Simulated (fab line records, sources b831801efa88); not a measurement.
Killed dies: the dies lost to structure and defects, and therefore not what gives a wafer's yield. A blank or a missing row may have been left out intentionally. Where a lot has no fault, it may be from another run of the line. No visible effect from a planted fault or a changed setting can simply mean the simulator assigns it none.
Struck lot and sound lot, side by side | flow sky130 | 43 out of 708 route steps
Sound: these wafers, L212.3, L212.4, L212.6. The struck wafers were L229.1, L229.2, L229.4. At the end, the cause is stated.
At each step with rows: each side's tool, then ch and its chambers, then its first start. Under that, the readings that differ: sound wafers | struck wafers | difference of the means | sigmas: that difference in standard deviations of wafers without a fault.
alike: words and numbers the same on both sides, and readings whose means are apart by under 2 such deviations; not compared: readings that were withheld, readings missing a value for some wafer, numbers with overlapping values and no deviation given by the record, and bounds like >300 which may hide the same value.
The two part at a step that has a row with sigmas, a row that says differs or no value, or rows on one side only. Non-overlapping numbers with no deviation appear without sigmas and do not part them. A reading missing from all wafers of one side parts the sides only when that side holds two or more wafers.

first, 3 steps without rows for these wafers: SKY_FIELD_ISO_CLEAN_20 (cleans in dHF, time 20 s); SKY_FIELD_ISO_WET_ETCH_21 (etches SiO2 in dHF, target depth 20 nm, time 400 s); SKY_FIELD_ISO_OXIDATION_22 (stabilise 600 s, purge 300 s, target thk 10 nm).
SKY_FIELD_ISO_THK_MEAS_23:
  sound on film metro-04 at day 3 01:20; struck on film metro-02 at day 6 15:00
  alike: FIELD_ISO_OXIDATION_01_THK
then, 1 step without rows for these wafers: SKY_FIELD_ISO_CVD_24 (deposits SiO2, target thk 595 nm, time 99.2 s).
SKY_FIELD_ISO_THK_MEAS_25:
  sound on film metro-02 at day 3 01:28; struck on film metro-04 at day 6 15:08
  alike: FIELD_ISO_CVD_24_THK
then, 1 step without rows for these wafers: SKY_FIELD_ISO_ANNEAL_26 (time 1800 s).
SKY_FIELD_ISO_CMP_27: polishes, stops on Si3N4, t overpolish 16 s, target thk 457.8 nm.
  sound on cmp-01 ch 0,2, day 3 03:04; struck on cmp-02 ch 1,2,3, day 6 17:55
  alike: motor current A, overpolish run s, slurry flow ml min, time to endpoint s
then, 4 steps without rows for these wafers: SKY_FIELD_ISO_WET_ETCH_28 (etches SiO2 in dHF, target depth 23.7 nm, time 47 s); SKY_FIELD_ISO_WET_ETCH_29 (etches Si3N4 in H3PO4, target depth 160 nm, time 1825 s); SKY_FIELD_ISO_WET_ETCH_30 (etches SiO2 in dHF, target depth 25 nm, time 50 s); SKY_NWELL_CLEAN_00 (cleans in SC1/SC2, time 150 s).
SKY_NWELL_OXIDATION_01: stabilise 600 s, purge 300 s, target thk 10 nm.
  sound on furnace-01 ch 0, day 3 04:31; struck on furnace-02 ch 0, day 6 18:52
  alike: spike tc lower C
SKY_NWELL_THK_MEAS_02:
  sound on film metro-03 at day 3 05:56; struck on film metro-02 at day 6 20:16
  alike: NWELL_OXIDATION_THK
then, 8 steps without rows for these wafers: SKY_DNWELL_DEHYDRATE_00 (time 60 s); SKY_DNWELL_HMDS_01 (prime time 60 s); SKY_DNWELL_COAT_02 (resist thk 3000 nm); SKY_DNWELL_SOFTBAKE_03; SKY_DNWELL_EXPOSE_04 (exposes mask DNM, target cd 3000 nm); SKY_DNWELL_PEB_05; SKY_DNWELL_DEVELOP_06 (develop time 60 s); SKY_DNWELL_IMPLANT_07.
SKY_DNWELL_STRIP_08: strips in O2/N2.
  sound on plasma asher-02 ch 0,1, day 3 21:48; struck on plasma asher-01 ch 0,1, day 7 15:49
  alike: drypump motor current A, o2 flow sccm, oes product au, strip time to endpoint s
  not compared: rf hours counter h
SKY_DNWELL_TW_MEAS_09:
  sound on film metro-03 at day 3 21:53; struck on film metro-02 at day 7 15:55
  alike: DNWELL_TW
then, 7 steps without rows for these wafers: SKY_PWDE_DEHYDRATE_00 (time 60 s); SKY_PWDE_HMDS_01 (prime time 60 s); SKY_PWDE_COAT_02 (resist thk 3000 nm); SKY_PWDE_SOFTBAKE_03; SKY_PWDE_EXPOSE_04 (exposes mask PWDEM, target cd 840 nm); SKY_PWDE_PEB_05; SKY_PWDE_DEVELOP_06 (develop time 61.84 s).
SKY_PWDE_OVL_MEAS_07:
  sound on overlay-01 at day 4 14:31; struck on overlay-02 at day 8 12:04
  alike: PWDE_OVL
next, for these wafers, 1 step has no rows: SKY_PWDE_IMPLANT_08.
SKY_PWDE_STRIP_09: strips in O2/N2.
  sound on plasma asher-02 ch 0,1, day 4 14:56; struck on plasma asher-02 ch 0,1, day 8 12:16
  alike: drypump motor current A, o2 flow sccm, oes product au, strip time to endpoint s
  not compared: rf hours counter h
SKY_PWDE_TW_MEAS_10:
  sound on film metro-02 at day 4 15:02; struck on film metro-01 at day 8 12:22
  reading | sound             | struck            | difference | sigmas
  PWDE_TW | 367.4 365.7 367.7 | 371.8 372.9 373.0 | +5.6       | +3
then, 7 steps without rows for these wafers: SKY_NWELL_DEHYDRATE_03 (time 60 s); SKY_NWELL_HMDS_04 (prime time 60 s); SKY_NWELL_COAT_05 (resist thk 3000 nm); SKY_NWELL_SOFTBAKE_06; SKY_NWELL_EXPOSE_07 (exposes mask NWM, target cd 840 nm); SKY_NWELL_PEB_08; SKY_NWELL_DEVELOP_09 (develop time 60 s).
-- the record jumps here: 42 days lie between the struck wafers' starts before and after (it left off in module NWELL and takes up again in module PAD_OPEN, whose first step shown is number 708 of the route) --
SKY_PAD_OPEN_PROBE_99:
  rows exist in the record for the struck wafers here (prober-01, day 50 13:02), but not for the sound ones

== WHERE THEY PART ==
First at SKY_PWDE_TW_MEAS_10; last, within this record, at SKY_PAD_OPEN_PROBE_99.

WHY: the cause the simulator had injected
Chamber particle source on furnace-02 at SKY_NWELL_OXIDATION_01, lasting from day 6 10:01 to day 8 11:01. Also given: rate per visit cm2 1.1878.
